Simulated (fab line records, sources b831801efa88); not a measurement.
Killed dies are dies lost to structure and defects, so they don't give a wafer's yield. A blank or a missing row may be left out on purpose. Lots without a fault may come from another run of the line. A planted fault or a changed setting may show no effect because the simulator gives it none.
Which tool did it? | flow sky130 | 11 lots, 33 wafers sampled, at 1 step of a route of 708

WHAT THE GAUGES READ, wafer by wafer
SKY_LDD_P_TW_MEAS_11. Usual: LDD_P_TW 635, standard deviation 6.2.
lot  | measured     | on            | LDD_P_TW    | flag
L464 | day 19 00:05 | film_metro-04 | 638 634 634 |
L466 | day 19 10:03 | film_metro-04 | 633 637 637 |
L467 | day 20 03:46 | film_metro-04 | 639 637 636 |
L469 | day 21 13:04 | film_metro-02 | 629 628 633 |
L468 | day 21 21:59 | film_metro-02 | 628 636 629 |
L472 | day 22 08:53 | film_metro-04 | 646 642 647 |
L477 | day 23 23:47 | film_metro-03 | 623 627 629 |
L478 | day 24 02:11 | film_metro-03 | 630 635 635 |
L484 | day 26 01:23 | film_metro-02 | 630 636 633 |
L485 | day 27 04:03 | film_metro-04 | 644 642 645 |
L486 | day 27 05:14 | film_metro-03 | 627 626 625 |

WHICH TOOL RAN EACH LOT (tool, then ch and the chambers of the sampled wafers, then the start)
The record holds no process step before these readings.

WHAT THE TOOLS THEMSELVES READ (means of the sampled wafers that have a number; where no wafer has one, the mark that the record gives instead)
The record holds no such reading with a usual standard deviation.

THE ANSWER, worked out from the rows above alone
Rule: a lot is off if the mean of its wafers that have a number lies more than 3 standard deviations from the usual mean. A lot without any number at a reading at which 4 lots or more have one is off too. The other lots that the step has rows for count as sound. The gauges are gone through in route order, then the tools' own readings, and for those a lot's mean is taken as printed above. The first step at which some lot is off is used, and at that step the reading that is off furthest; a lot without a number counts as furthest.
No lot is off at any reading shown: from this, nothing can be told.

WHAT THE SIMULATOR HAD PUT IN
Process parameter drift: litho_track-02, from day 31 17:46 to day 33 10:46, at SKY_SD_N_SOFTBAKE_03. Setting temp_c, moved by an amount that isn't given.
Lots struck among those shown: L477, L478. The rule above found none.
